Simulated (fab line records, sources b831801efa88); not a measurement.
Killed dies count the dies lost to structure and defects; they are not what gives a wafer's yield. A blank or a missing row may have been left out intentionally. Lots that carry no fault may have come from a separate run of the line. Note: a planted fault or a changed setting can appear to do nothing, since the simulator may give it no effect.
Comparing a struck lot with a sound one :: flow sky130 :: 21 out of 708 route steps
Sound: the wafers L634.3, L634.4, L634.5. Wafers struck: L645.1, L645.3, L645.4. The cause is named last.
At each step with rows: each side's tool, then ch and its chambers, then its first start. Under that, the readings that differ: sound wafers :: struck wafers :: difference of the means :: sigmas: that difference in standard deviations of wafers without a fault.
alike: same words and numbers on both sides, and readings whose means sit less than 2 such deviations apart. not compared: any withheld reading, any reading some wafer has no value for, any bound like >300 that may hide the same value, and any number with overlapping values for which the record gives no deviation.
The two part at a step that has a row with sigmas, a row that says differs or no value, or rows on one side only. Numbers that have no deviation but don't overlap get no sigmas and don't part them. A reading missing from all wafers of one side parts the sides only when that side holds two or more wafers.

first, 1 step without rows for these wafers: SKY_RES_XHIGH_IMPLANT_07.
SKY_RES_XHIGH_STRIP_08: strips in O2/N2.
  sound on plasma asher-03 ch 0,1, day 27 14:35; struck on plasma asher-03 ch 0,1, day 32 09:16
  alike: drypump motor current A, n2 flow sccm, oes product au, strip time to endpoint s
  not compared: rf hours counter h
SKY_RES_XHIGH_TW_MEAS_09:
  sound on film metro-01, day 27 14:41; struck on film metro-02, day 32 09:22
  alike: RES_XHIGH_TW
then, 7 steps without rows for these wafers: SKY_SD_N_DEHYDRATE_00 (time 60 s); SKY_SD_N_HMDS_01 (prime time 60 s); SKY_SD_N_COAT_02 (resist thk 1140 nm); SKY_SD_N_SOFTBAKE_03 (time 60 s); SKY_SD_N_EXPOSE_04 (exposes mask NSDM, target cd 380 nm); SKY_SD_N_PEB_05; SKY_SD_N_DEVELOP_06 (develop time 60 s).
SKY_SD_N_CD_MEAS_07: target cd 380 nm.
  sound on cd sem-02, day 28 18:07; struck on cd sem-02, day 33 12:34
reading: cd nm (nm)
sound: 379.7 378.4 378.6
struck: 387.1 384.1 385.6
difference: +6.7
sigmas: +3
SKY_SD_N_OVL_MEAS_08:
  sound on overlay-01, day 28 18:13; struck on overlay-02, day 33 12:41
  alike: SD_N_OVL
SKY_SD_N_IMPLANT_09:
  sound on implanter-04 ch 0, day 28 18:17; struck on implanter-04 ch 0, day 33 13:02
next, for these wafers, 1 step has no rows: SKY_SD_N_IMPLANT_10.
SKY_SD_N_STRIP_11: strips in O2/N2.
  sound on plasma asher-04 ch 0,1, day 28 18:34; struck on plasma asher-02 ch 0,1, day 33 13:20
reading: strip time to endpoint s (s)
sound: 22.60 22.56 22.60
struck: 23.82 23.84 23.87
difference: +1.26
sigmas: +32
  alike: drypump motor current A, n2 flow sccm, oes product au
  not compared: rf hours counter h
SKY_SD_N_TW_MEAS_12:
  sound on film metro-03, day 28 18:40; struck on film metro-02, day 33 13:26
reading: SD_N_TW
sound: 3966 4003 3969
struck: 4091 4076 4079
difference: +103
sigmas: +5
then, 1 step without rows for these wafers: SKY_SD_N_CLEAN_13 (cleans in SC1/SC2, time 150 s).
SKY_SD_N_RTA_14: time 2 s.
  sound on rtp anneal-01 ch 0, day 28 18:46; struck on rtp anneal-02 ch 0, day 33 13:32
  alike: lamp power pct, wafer_temp_C_max
SKY_SD_N_RS_MEAS_16: a four-point-probe measurement.
  sound on film metro-02, day 28 18:58; struck on film metro-03, day 33 13:43
reading: SD_N_RS (ohm/sq)
sound: 68.53 68.59 68.46
struck: 64.00 63.80 63.77
difference: -4.67
sigmas: -42
SKY_SD_N_RS_MEAS_17: a four-point-probe measurement.
  sound on film metro-02, day 28 19:05; struck on film metro-03, day 33 13:56
  alike: SD_P_RS
-- record jumps: 16 days separate the struck wafers' starts on either side; left off in module SD_N, taken up again in module PAD_OPEN, whose first shown step is the route's number 708 --
SKY_PAD_OPEN_PROBE_99:
  sound on prober-02, day 46 12:49; struck on prober-02, day 50 00:22
reading: model.etest.res ndiff.line ohm um
sound: 742.9 752.7 747.9
struck: 658 657.6 660.1
difference: -89
sigmas: 

reading: model.etest.nfet g5v0d10v5.r on ohm um
sound: 1886 1895 1888
struck: 1842 1839 1873
difference: -38
sigmas: 

reading: model.etest.sonos uncharged.r on ohm um
sound: 796.1 807.4 793.7
struck: 756.1 764 767.3
difference: -36.6
sigmas: 

reading: model.etest.licon ndiff.rc ohm
sound: 185.2 181.1 183.2
struck: 152.6 156.9 149.3
difference: -30.2
sigmas: 

reading: model.etest.nfet_01v8_lvt.drive ua um
sound: 580.7 576.4 575.1
struck: 587.8 586.1 580.9
difference: +7.5
sigmas: 

reading: model.etest.nfet_01v8.drive ua um
sound: 501.5 505.7 505.3
struck: 510.4 515.6 508.7
difference: +7.4
sigmas: 
  alike: killed_at_M0_to_M3, killed_at_M4_up, killed at contacts, killed at front end, killed at other, killed dies, killed open, killed short
  not compared: model.etest.nfet_01v8.r on ohm um, model.etest.nfet_01v8_turned.drive ua um

WHERE THEY PART
Earliest at SKY_SD_N_CD_MEAS_07; latest, in this record, at SKY_SD_N_RS_MEAS_16. Later steps at which nothing parts them and some readings are alike: SKY_SD_N_RS_MEAS_17, SKY_PAD_OPEN_PROBE_99.

WHY: the cause the simulator had injected
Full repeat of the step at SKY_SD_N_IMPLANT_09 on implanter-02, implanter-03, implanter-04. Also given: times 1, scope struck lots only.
